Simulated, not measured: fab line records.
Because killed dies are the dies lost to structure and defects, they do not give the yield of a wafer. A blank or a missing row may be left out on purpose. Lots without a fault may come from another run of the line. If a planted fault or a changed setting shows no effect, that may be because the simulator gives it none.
fab line records :: flow sky130 :: part 2 of 2: steps 29 to 40 of 40
record:
  lots: 5
  wafers: 15
  last-day: 50
route steps=708 shown NWELL@65 PWDE@84 VT_ADJUST_HVTP@85 VT_ADJUST_LVTN@97
lots that met no fault: taken from a fault-free run of the same line
start-h: hours from the record's opening day to when the first of the lot's shown wafers began :: wait-h: hours elapsed since this lot's preceding step :: " as in the row above :: L1.1+2: one row covering several wafers at once :: - either no value or no given start :: * or withheld: withheld :: < > ~ a bound
route shown NAME@n: a module of which the file shows steps, and the number in the route of the first :: usual: mean/standard deviation of fault-free wafers :: same: alike in all rows :: chamber/n: place in a boat :: sites: each site's reading :: _std_site: their standard deviation :: _edge_site: inner sites' mean taken away from outer sites' mean :: radius-mm: how far each site lies from the wafer's centre :: mask NAME#n: copy n :: behind: the last tool/chamber to shape the wafer :: hold: why the lot went on hold/how many hours it stayed there/how the hold came to an end :: device: transistor that didn't switch, given as n, p or np :: end of line: tests run on the same wafers once the route is complete :: where a step has no rows: the recipe by itself :: killed: dies lost to structure and defects at the first sort, not the wafer's yield :: map: shows each die of a wafer: x if killed, . if not, _ if none is there
set.NAME: the run value of the setting; set.NAME@STEP: its run value at that earlier step :: model.NAME: the simulator's own value behind a step, which no gauge read
a table for each step, a row for each wafer; lots at some steps of the route
services: from which hour (start-h, from the record's first day; less than 0 if before it) a tool's chamber was out of use, for how many hours, and why
== steps ==
step: SKY_VT_ADJUST_HVTP_IMPLANT_09
recipe:
  species: As
  energy-kev: 150
  dose-cm2: 4.3e+12
  tilt-deg: withheld
usual:
  beam-on-s: 10.00/0.2
  dose-ions-cm2: 4.299e+12/5.1e+09
  end-station-pressure-torr: 5.04e-06/2.8e-07
lot.wafer: L081.2
tool: implanter-02
chamber: 0
start-h: 167.91
wait-h: 0.0
beam-on-s: 9.73
dose-ions-cm2: 4.29e+12
end-station-pressure-torr: 5.5e-06

lot.wafer: L081.4
tool: implanter-02
chamber: 0
start-h: 167.91
wait-h: 0.0
beam-on-s: 9.93
dose-ions-cm2: 4.295e+12
end-station-pressure-torr: 5.16e-06

lot.wafer: L081.5
tool: implanter-02
chamber: 0
start-h: 167.91
wait-h: 0.0
beam-on-s: 10.57
dose-ions-cm2: 4.294e+12
end-station-pressure-torr: 5.33e-06

lot.wafer: L082.3
tool: implanter-02
chamber: 0
start-h: 181.40
wait-h: 0.8
beam-on-s: 9.99
dose-ions-cm2: 4.284e+12
end-station-pressure-torr: 5.21e-06

lot.wafer: L082.4
tool: implanter-02
chamber: 0
start-h: 181.40
wait-h: 0.8
beam-on-s: 9.81
dose-ions-cm2: 4.294e+12
end-station-pressure-torr: 5.64e-06

lot.wafer: L082.6
tool: implanter-02
chamber: 0
start-h: 181.40
wait-h: 0.8
beam-on-s: 10.01
dose-ions-cm2: 4.299e+12
end-station-pressure-torr: 5.36e-06

lot.wafer: L083.1
tool: implanter-02
chamber: 0
start-h: 182.25
wait-h: 0.6
beam-on-s: 10.03
dose-ions-cm2: 4.303e+12
end-station-pressure-torr: 5.07e-06

lot.wafer: L083.4
tool: implanter-02
chamber: 0
start-h: 182.25
wait-h: 0.6
beam-on-s: 9.81
dose-ions-cm2: 4.309e+12
end-station-pressure-torr: 4.69e-06

lot.wafer: L083.6
tool: implanter-02
chamber: 0
start-h: 182.25
wait-h: 0.6
beam-on-s: 10.06
dose-ions-cm2: 4.298e+12
end-station-pressure-torr: 5.13e-06

lot.wafer: L089.3
tool: implanter-03
chamber: 0
start-h: 221.09
wait-h: 0.1
beam-on-s: 9.72
dose-ions-cm2: 4.301e+12
end-station-pressure-torr: 5.22e-06

lot.wafer: L089.5
tool: implanter-03
chamber: 0
start-h: 221.09
wait-h: 0.1
beam-on-s: 10.15
dose-ions-cm2: 4.3e+12
end-station-pressure-torr: 4.69e-06

lot.wafer: L089.6
tool: implanter-03
chamber: 0
start-h: 221.09
wait-h: 0.1
beam-on-s: 9.87
dose-ions-cm2: 4.304e+12
end-station-pressure-torr: 4.99e-06

lot.wafer: L096.2
tool: implanter-03
chamber: 0
start-h: 251.65
wait-h: 0.0
beam-on-s: 9.81
dose-ions-cm2: 4.307e+12
end-station-pressure-torr: 5.11e-06

lot.wafer: L096.5
tool: implanter-03
chamber: 0
start-h: 251.65
wait-h: 0.0
beam-on-s: 10.18
dose-ions-cm2: 4.311e+12
end-station-pressure-torr: 5.02e-06

lot.wafer: L096.6
tool: implanter-03
chamber: 0
start-h: 251.65
wait-h: 0.0
beam-on-s: 9.66
dose-ions-cm2: 4.311e+12
end-station-pressure-torr: 4.65e-06
step: SKY_VT_ADJUST_HVTP_STRIP_10
recipe:
  chemistry: O2/N2
  power-w: 1400
  pressure-mtorr: 1500
  platen-temp-c: withheld
  o2-flow-sccm: 3000
  n2-flow-sccm: 300
  overash-fraction: 0.5
usual:
  drypump-motor-current-A: 5.6/0.61
  oes-product-au: 0.715/0.0045
  strip-time-to-endpoint-s: 14.16/0.038
lot.wafer: L081.2
tool: plasma-asher-04
chamber: 1
start-h: 168.04
wait-h: 0.1
drypump-motor-current-A: 4.7
oes-product-au: 0.713
rf-hours-counter-h: 48
strip-time-to-endpoint-s: 14.14

lot.wafer: L081.4
tool: plasma-asher-04
chamber: 0
start-h: 168.04
wait-h: 0.1
drypump-motor-current-A: 6.5
oes-product-au: 0.716
rf-hours-counter-h: -
strip-time-to-endpoint-s: 14.10

lot.wafer: L081.5
tool: plasma-asher-04
chamber: 0
start-h: 168.04
wait-h: 0.1
drypump-motor-current-A: 6.5
oes-product-au: 0.719
rf-hours-counter-h: -
strip-time-to-endpoint-s: 14.10

lot.wafer: L082.3
tool: plasma-asher-03
chamber: 1
start-h: 181.53
wait-h: 0.1
drypump-motor-current-A: 5.3
oes-product-au: 0.716
rf-hours-counter-h: -
strip-time-to-endpoint-s: 14.18

lot.wafer: L082.4
tool: plasma-asher-03
chamber: 0
start-h: 181.53
wait-h: 0.1
drypump-motor-current-A: 5.8
oes-product-au: 0.720
rf-hours-counter-h: -
strip-time-to-endpoint-s: 14.14

lot.wafer: L082.6
tool: plasma-asher-03
chamber: 1
start-h: 181.53
wait-h: 0.1
drypump-motor-current-A: 5.3
oes-product-au: 0.711
rf-hours-counter-h: -
strip-time-to-endpoint-s: 14.11

lot.wafer: L083.1
tool: plasma-asher-02
chamber: 0
start-h: 182.40
wait-h: 0.1
drypump-motor-current-A: 6.2
oes-product-au: 0.721
rf-hours-counter-h: 51
strip-time-to-endpoint-s: 14.13

lot.wafer: L083.4
tool: plasma-asher-02
chamber: 1
start-h: 182.40
wait-h: 0.1
drypump-motor-current-A: 5.2
oes-product-au: 0.712
rf-hours-counter-h: -
strip-time-to-endpoint-s: 14.12

lot.wafer: L083.6
tool: plasma-asher-02
chamber: 0
start-h: 182.40
wait-h: 0.1
drypump-motor-current-A: 6.2
oes-product-au: 0.711
rf-hours-counter-h: -
strip-time-to-endpoint-s: 14.16

lot.wafer: L089.3
tool: plasma-asher-03
chamber: 0
start-h: 221.22
wait-h: 0.1
drypump-motor-current-A: 5.8
oes-product-au: 0.710
rf-hours-counter-h: -
strip-time-to-endpoint-s: 14.05

lot.wafer: L089.5
tool: plasma-asher-03
chamber: 0
start-h: 221.22
wait-h: 0.1
drypump-motor-current-A: 5.8
oes-product-au: 0.721
rf-hours-counter-h: -
strip-time-to-endpoint-s: 14.12

lot.wafer: L089.6
tool: plasma-asher-03
chamber: 1
start-h: 221.22
wait-h: 0.1
drypump-motor-current-A: 5.3
oes-product-au: 0.716
rf-hours-counter-h: -
strip-time-to-endpoint-s: 14.09

lot.wafer: L096.2
tool: plasma-asher-02
chamber: 0
start-h: 251.77
wait-h: 0.1
drypump-motor-current-A: 6.2
oes-product-au: 0.712
rf-hours-counter-h: 59
strip-time-to-endpoint-s: 14.17

lot.wafer: L096.5
tool: plasma-asher-02
chamber: 0
start-h: 251.77
wait-h: 0.1
drypump-motor-current-A: 6.2
oes-product-au: 0.717
rf-hours-counter-h: -
strip-time-to-endpoint-s: 14.17

lot.wafer: L096.6
tool: plasma-asher-02
chamber: 1
start-h: 251.77
wait-h: 0.1
drypump-motor-current-A: 5.2
oes-product-au: 0.710
rf-hours-counter-h: -
strip-time-to-endpoint-s: 14.15
step: SKY_VT_ADJUST_HVTP_TW_MEAS_11
usual:
  VT_ADJUST_HVTP_TW: 1373/16
lot.wafer: L081.2
tool: film-metro-04
chamber: -
start-h: 168.15
wait-h: 0.1
VT_ADJUST_HVTP_TW: 1397

lot.wafer: L081.4
tool: film-metro-04
chamber: -
start-h: 168.15
wait-h: 0.1
VT_ADJUST_HVTP_TW: 1401

lot.wafer: L081.5
tool: film-metro-04
chamber: -
start-h: 168.15
wait-h: 0.1
VT_ADJUST_HVTP_TW: 1404

lot.wafer: L082.3
tool: film-metro-03
chamber: -
start-h: 181.62
wait-h: 0.1
VT_ADJUST_HVTP_TW: 1361

lot.wafer: L082.4
tool: film-metro-03
chamber: -
start-h: 181.62
wait-h: 0.1
VT_ADJUST_HVTP_TW: 1356

lot.wafer: L082.6
tool: film-metro-03
chamber: -
start-h: 181.62
wait-h: 0.1
VT_ADJUST_HVTP_TW: 1356

lot.wafer: L083.1
tool: film-metro-04
chamber: -
start-h: 182.50
wait-h: 0.1
VT_ADJUST_HVTP_TW: 1398

lot.wafer: L083.4
tool: film-metro-04
chamber: -
start-h: 182.50
wait-h: 0.1
VT_ADJUST_HVTP_TW: 1399

lot.wafer: L083.6
tool: film-metro-04
chamber: -
start-h: 182.50
wait-h: 0.1
VT_ADJUST_HVTP_TW: 1393

lot.wafer: L089.3
tool: film-metro-03
chamber: -
start-h: 221.31
wait-h: 0.1
VT_ADJUST_HVTP_TW: 1354

lot.wafer: L089.5
tool: film-metro-03
chamber: -
start-h: 221.31
wait-h: 0.1
VT_ADJUST_HVTP_TW: 1364

lot.wafer: L089.6
tool: film-metro-03
chamber: -
start-h: 221.31
wait-h: 0.1
VT_ADJUST_HVTP_TW: 1365

lot.wafer: L096.2
tool: film-metro-03
chamber: -
start-h: 251.88
wait-h: 0.1
VT_ADJUST_HVTP_TW: 1354

lot.wafer: L096.5
tool: film-metro-03
chamber: -
start-h: 251.88
wait-h: 0.1
VT_ADJUST_HVTP_TW: 1352

lot.wafer: L096.6
tool: film-metro-03
chamber: -
start-h: 251.88
wait-h: 0.1
VT_ADJUST_HVTP_TW: 1357
step: SKY_VT_ADJUST_LVTN_DEHYDRATE_00
recipe:
  temp-c: 200
  time-s: 60
lot.wafer: L081.2+4+5
tool: litho-track-03
chamber: 0
start-h: 177.94
wait-h: 9.8

lot.wafer: L082.3+4+6
tool: litho-track-01
chamber: 0
start-h: 188.28
wait-h: 6.6

lot.wafer: L083.1+4+6
tool: litho-track-03
chamber: 0
start-h: 190.82
wait-h: 8.3

lot.wafer: L089.3+5+6
tool: litho-track-04
chamber: 0
start-h: 230.88
wait-h: 9.6

lot.wafer: L096.2+5+6
tool: litho-track-04
chamber: 0
start-h: 263.15
wait-h: 11.3
step: SKY_VT_ADJUST_LVTN_HMDS_01
recipe:
  prime-time-s: 60
  prime-temp-c: 120
lot.wafer: L081.2+4+5
tool: litho-track-03
chamber: 0
start-h: 178.09
wait-h: 0.1

lot.wafer: L082.3+4+6
tool: litho-track-01
chamber: 0
start-h: 188.43
wait-h: 0.1

lot.wafer: L083.1+4+6
tool: litho-track-03
chamber: 0
start-h: 190.97
wait-h: 0.1

lot.wafer: L089.3+5+6
tool: litho-track-04
chamber: 0
start-h: 231.03
wait-h: 0.1

lot.wafer: L096.2+5+6
tool: litho-track-04
chamber: 0
start-h: 263.30
wait-h: 0.1
step: SKY_VT_ADJUST_LVTN_COAT_02
recipe:
  spin-rpm: 2000
  resist-thk-nm: 3000
usual:
  dispense-pressure-kPa: 52/5.2
lot.wafer: L081.2
tool: litho-track-03
chamber: 0
start-h: 178.24
wait-h: 0.1
dispense-pressure-kPa: 56

lot.wafer: L081.4
tool: litho-track-03
chamber: 0
start-h: 178.24
wait-h: 0.1
dispense-pressure-kPa: 56

lot.wafer: L081.5
tool: litho-track-03
chamber: 0
start-h: 178.24
wait-h: 0.1
dispense-pressure-kPa: 56

lot.wafer: L082.3
tool: litho-track-01
chamber: 0
start-h: 188.58
wait-h: 0.1
dispense-pressure-kPa: 43

lot.wafer: L082.4
tool: litho-track-01
chamber: 0
start-h: 188.58
wait-h: 0.1
dispense-pressure-kPa: 43

lot.wafer: L082.6
tool: litho-track-01
chamber: 0
start-h: 188.58
wait-h: 0.1
dispense-pressure-kPa: 43

lot.wafer: L083.1
tool: litho-track-03
chamber: 0
start-h: 191.12
wait-h: 0.1
dispense-pressure-kPa: 56

lot.wafer: L083.4
tool: litho-track-03
chamber: 0
start-h: 191.12
wait-h: 0.1
dispense-pressure-kPa: 56

lot.wafer: L083.6
tool: litho-track-03
chamber: 0
start-h: 191.12
wait-h: 0.1
dispense-pressure-kPa: 56

lot.wafer: L089.3
tool: litho-track-04
chamber: 0
start-h: 231.18
wait-h: 0.1
dispense-pressure-kPa: 54

lot.wafer: L089.5
tool: litho-track-04
chamber: 0
start-h: 231.18
wait-h: 0.1
dispense-pressure-kPa: 54

lot.wafer: L089.6
tool: litho-track-04
chamber: 0
start-h: 231.18
wait-h: 0.1
dispense-pressure-kPa: 54

lot.wafer: L096.2
tool: litho-track-04
chamber: 0
start-h: 263.45
wait-h: 0.1
dispense-pressure-kPa: 54

lot.wafer: L096.5
tool: litho-track-04
chamber: 0
start-h: 263.45
wait-h: 0.1
dispense-pressure-kPa: 54

lot.wafer: L096.6
tool: litho-track-04
chamber: 0
start-h: 263.45
wait-h: 0.1
dispense-pressure-kPa: 54
step: SKY_VT_ADJUST_LVTN_SOFTBAKE_03
recipe:
  temp-c: 110
  time-s: withheld
lot.wafer: L081.2+4+5
tool: litho-track-03
chamber: 0
start-h: 178.40
wait-h: 0.1

lot.wafer: L082.3+4+6
tool: litho-track-01
chamber: 0
start-h: 188.75
wait-h: 0.1

lot.wafer: L083.1+4+6
tool: litho-track-03
chamber: 0
start-h: 191.27
wait-h: 0.1

lot.wafer: L089.3+5+6
tool: litho-track-04
chamber: 0
start-h: 231.34
wait-h: 0.1

lot.wafer: L096.2+5+6
tool: litho-track-04
chamber: 0
start-h: 263.61
wait-h: 0.1
step: SKY_VT_ADJUST_LVTN_EXPOSE_04
recipe:
  mask-id: NWM_COMPLEMENT_LESS_NATIVE
  na: 0.6
  source-shape: conventional
  sigma-outer: 0.6
  polarization: unpolarized
  target-cd-nm: 840
  dose-mj: 194
lot.wafer: L081.2+4+5
tool: iline-stepper-01
chamber: 0
start-h: -
wait-h: -
mask: NWM_COMPLEMENT_LESS_NATIVE#0

lot.wafer: L082.3+4+6
tool: iline-stepper-01
chamber: 0
start-h: -
wait-h: -
mask: NWM_COMPLEMENT_LESS_NATIVE#0

lot.wafer: L083.1+4+6
tool: iline-stepper-02
chamber: 0
start-h: -
wait-h: -
mask: NWM_COMPLEMENT_LESS_NATIVE#0

lot.wafer: L089.3+5+6
tool: iline-stepper-01
chamber: 0
start-h: -
wait-h: -
mask: NWM_COMPLEMENT_LESS_NATIVE#0

lot.wafer: L096.2+5+6
tool: iline-stepper-02
chamber: 0
start-h: -
wait-h: -
mask: NWM_COMPLEMENT_LESS_NATIVE#0
step: SKY_VT_ADJUST_LVTN_PEB_05
recipe:
  temp-c: 115
  time-s: withheld
lot.wafer: L081.2+4+5
tool: litho-track-01
chamber: 0
start-h: -
wait-h: -

lot.wafer: L082.3+4+6
tool: litho-track-03
chamber: 0
start-h: -
wait-h: -

lot.wafer: L083.1+4+6
tool: litho-track-03
chamber: 0
start-h: -
wait-h: -

lot.wafer: L089.3+5+6
tool: litho-track-01
chamber: 0
start-h: -
wait-h: -

lot.wafer: L096.2+5+6
tool: litho-track-03
chamber: 0
start-h: -
wait-h: -
step: SKY_VT_ADJUST_LVTN_DEVELOP_06
recipe:
  wall-angle-deg: 90
  developer: TMAH
  develop-time-s: 60
  dev-temp-c: 23
lot.wafer: L081.2+4+5
tool: litho-track-01
chamber: 0
start-h: -
wait-h: -

lot.wafer: L082.3+4+6
tool: litho-track-03
chamber: 0
start-h: -
wait-h: -

lot.wafer: L083.1+4+6
tool: litho-track-03
chamber: 0
start-h: -
wait-h: -

lot.wafer: L089.3+5+6
tool: litho-track-01
chamber: 0
start-h: -
wait-h: -

lot.wafer: L096.2+5+6
tool: litho-track-03
chamber: 0
start-h: -
wait-h: -
step: SKY_VT_ADJUST_LVTN_OVL_MEAS_07
usual:
  VT_ADJUST_LVTN_OVL: -0.3/1.2
lot.wafer: L081.2
tool: overlay-01
chamber: -
start-h: 185.69
wait-h: -
VT_ADJUST_LVTN_OVL[nm]: 1.4

lot.wafer: L081.4
tool: overlay-01
chamber: -
start-h: 185.69
wait-h: -
VT_ADJUST_LVTN_OVL[nm]: 0.9

lot.wafer: L081.5
tool: overlay-01
chamber: -
start-h: 185.69
wait-h: -
VT_ADJUST_LVTN_OVL[nm]: -0.3

lot.wafer: L082.3
tool: overlay-02
chamber: -
start-h: 200.38
wait-h: -
VT_ADJUST_LVTN_OVL[nm]: 0.3

lot.wafer: L082.4
tool: overlay-02
chamber: -
start-h: 200.38
wait-h: -
VT_ADJUST_LVTN_OVL[nm]: 0.9

lot.wafer: L082.6
tool: overlay-02
chamber: -
start-h: 200.38
wait-h: -
VT_ADJUST_LVTN_OVL[nm]: 0.9

lot.wafer: L083.1
tool: overlay-02
chamber: -
start-h: 202.32
wait-h: -
VT_ADJUST_LVTN_OVL[nm]: 1.4

lot.wafer: L083.4
tool: overlay-02
chamber: -
start-h: 202.32
wait-h: -
VT_ADJUST_LVTN_OVL[nm]: 1.5

lot.wafer: L083.6
tool: overlay-02
chamber: -
start-h: 202.32
wait-h: -
VT_ADJUST_LVTN_OVL[nm]: -1.1

lot.wafer: L089.3
tool: overlay-02
chamber: -
start-h: 243.44
wait-h: -
VT_ADJUST_LVTN_OVL[nm]: 0.5

lot.wafer: L089.5
tool: overlay-02
chamber: -
start-h: 243.44
wait-h: -
VT_ADJUST_LVTN_OVL[nm]: -0.1

lot.wafer: L089.6
tool: overlay-02
chamber: -
start-h: 243.44
wait-h: -
VT_ADJUST_LVTN_OVL[nm]: -0.1

lot.wafer: L096.2
tool: overlay-01
chamber: -
start-h: 274.82
wait-h: -
VT_ADJUST_LVTN_OVL[nm]: -0.2

lot.wafer: L096.5
tool: overlay-01
chamber: -
start-h: 274.82
wait-h: -
VT_ADJUST_LVTN_OVL[nm]: 0.0

lot.wafer: L096.6
tool: overlay-01
chamber: -
start-h: 274.82
wait-h: -
VT_ADJUST_LVTN_OVL[nm]: -1.3
step: SKY_VT_ADJUST_LVTN_IMPLANT_08
recipe:
  species: B
  energy-kev: 30
  dose-cm2: 1.57e+12
  tilt-deg: withheld
usual:
  beam-on-s: 10.02/0.2
  dose-ions-cm2: 1.5703e+12/1.7e+09
  end-station-pressure-torr: 5.05e-06/2.5e-07
lot.wafer: L081.2
tool: implanter-04
chamber: 0
start-h: 185.74
wait-h: 0.0
beam-on-s: 9.92
dose-ions-cm2: 1.5665e+12
end-station-pressure-torr: 5.03e-06

lot.wafer: L081.4
tool: implanter-04
chamber: 0
start-h: 185.74
wait-h: 0.0
beam-on-s: 10.17
dose-ions-cm2: 1.5697e+12
end-station-pressure-torr: 5.39e-06

lot.wafer: L081.5
tool: implanter-04
chamber: 0
start-h: 185.74
wait-h: 0.0
beam-on-s: 9.97
dose-ions-cm2: 1.569e+12
end-station-pressure-torr: 5.07e-06

lot.wafer: L082.3
tool: implanter-04
chamber: 0
start-h: 200.45
wait-h: 0.1
beam-on-s: 9.86
dose-ions-cm2: 1.57e+12
end-station-pressure-torr: 5.2e-06

lot.wafer: L082.4
tool: implanter-04
chamber: 0
start-h: 200.45
wait-h: 0.1
beam-on-s: 9.89
dose-ions-cm2: 1.5707e+12
end-station-pressure-torr: 4.87e-06

lot.wafer: L082.6
tool: implanter-04
chamber: 0
start-h: 200.45
wait-h: 0.1
beam-on-s: 10.07
dose-ions-cm2: 1.5741e+12
end-station-pressure-torr: 5.14e-06

lot.wafer: L083.1
tool: implanter-04
chamber: 0
start-h: 202.35
wait-h: 0.0
beam-on-s: 10.20
dose-ions-cm2: 1.5687e+12
end-station-pressure-torr: 5.29e-06

lot.wafer: L083.4
tool: implanter-04
chamber: 0
start-h: 202.35
wait-h: 0.0
beam-on-s: 10.26
dose-ions-cm2: 1.57e+12
end-station-pressure-torr: 4.99e-06

lot.wafer: L083.6
tool: implanter-04
chamber: 0
start-h: 202.35
wait-h: 0.0
beam-on-s: 9.64
dose-ions-cm2: 1.5721e+12
end-station-pressure-torr: 4.66e-06

lot.wafer: L089.3
tool: implanter-04
chamber: 0
start-h: 243.52
wait-h: 0.1
beam-on-s: 9.97
dose-ions-cm2: 1.5664e+12
end-station-pressure-torr: 4.98e-06

lot.wafer: L089.5
tool: implanter-04
chamber: 0
start-h: 243.52
wait-h: 0.1
beam-on-s: 9.95
dose-ions-cm2: 1.5682e+12
end-station-pressure-torr: 4.52e-06

lot.wafer: L089.6
tool: implanter-04
chamber: 0
start-h: 243.52
wait-h: 0.1
beam-on-s: 10.44
dose-ions-cm2: 1.5664e+12
end-station-pressure-torr: 5.05e-06

lot.wafer: L096.2
tool: implanter-01
chamber: 0
start-h: 275.24
wait-h: 0.4
beam-on-s: 10.18
dose-ions-cm2: 1.5692e+12
end-station-pressure-torr: 5.02e-06

lot.wafer: L096.5
tool: implanter-01
chamber: 0
start-h: 275.24
wait-h: 0.4
beam-on-s: 9.87
dose-ions-cm2: 1.5698e+12
end-station-pressure-torr: 5.41e-06

lot.wafer: L096.6
tool: implanter-01
chamber: 0
start-h: 275.24
wait-h: 0.4
beam-on-s: 9.92
dose-ions-cm2: 1.5688e+12
end-station-pressure-torr: 5.05e-06
== services ==
tool: implanter-02
chamber: -
start-h: 107.24
hours: 2.9
kind: repair

tool: iline-stepper-02
chamber: -
start-h: 110.60
hours: 1.6
kind: repair

tool: plasma-asher-01
chamber: -
start-h: 111.05
hours: 9.0
kind: pm

tool: implanter-03
chamber: -
start-h: 117.03
hours: 3.1
kind: pm

tool: wet-bench-02
chamber: -
start-h: 119.50
hours: 0.6
kind: repair

tool: plasma-asher-01
chamber: -
start-h: 130.10
hours: 14.6
kind: pm

tool: implanter-04
chamber: -
start-h: 143.59
hours: 4.5
kind: repair

tool: implanter-02
chamber: -
start-h: 148.23
hours: 1.9
kind: pm

tool: iline-stepper-02
chamber: -
start-h: 148.95
hours: 8.9
kind: pm

tool: implanter-03
chamber: -
start-h: 174.79
hours: 1.3
kind: repair

tool: implanter-02
chamber: -
start-h: 175.19
hours: 6.0
kind: pm

tool: implanter-04
chamber: -
start-h: 179.34
hours: 3.0
kind: repair

tool: implanter-02
chamber: -
start-h: 185.45
hours: 0.8
kind: repair

tool: implanter-03
chamber: -
start-h: 185.83
hours: 2.0
kind: repair

tool: plasma-asher-01
chamber: -
start-h: 204.78
hours: 7.1
kind: pm

tool: implanter-03
chamber: -
start-h: 210.89
hours: 0.8
kind: repair

tool: plasma-asher-04
chamber: -
start-h: 211.23
hours: 2.8
kind: repair

tool: plasma-asher-03
chamber: -
start-h: 217.19
hours: 3.3
kind: repair

tool: iline-stepper-01
chamber: -
start-h: 219.38
hours: 1.7
kind: pm

tool: plasma-asher-02
chamber: -
start-h: 228.84
hours: 0.3
kind: repair

tool: implanter-04
chamber: -
start-h: 255.73
hours: 6.2
kind: pm

tool: iline-stepper-02
chamber: -
start-h: 264.63
hours: 1.7
kind: pm

tool: implanter-04
chamber: -
start-h: 273.10
hours: 14.4
kind: pm

tool: implanter-03
chamber: -
start-h: 273.59
hours: 9.3
kind: repair
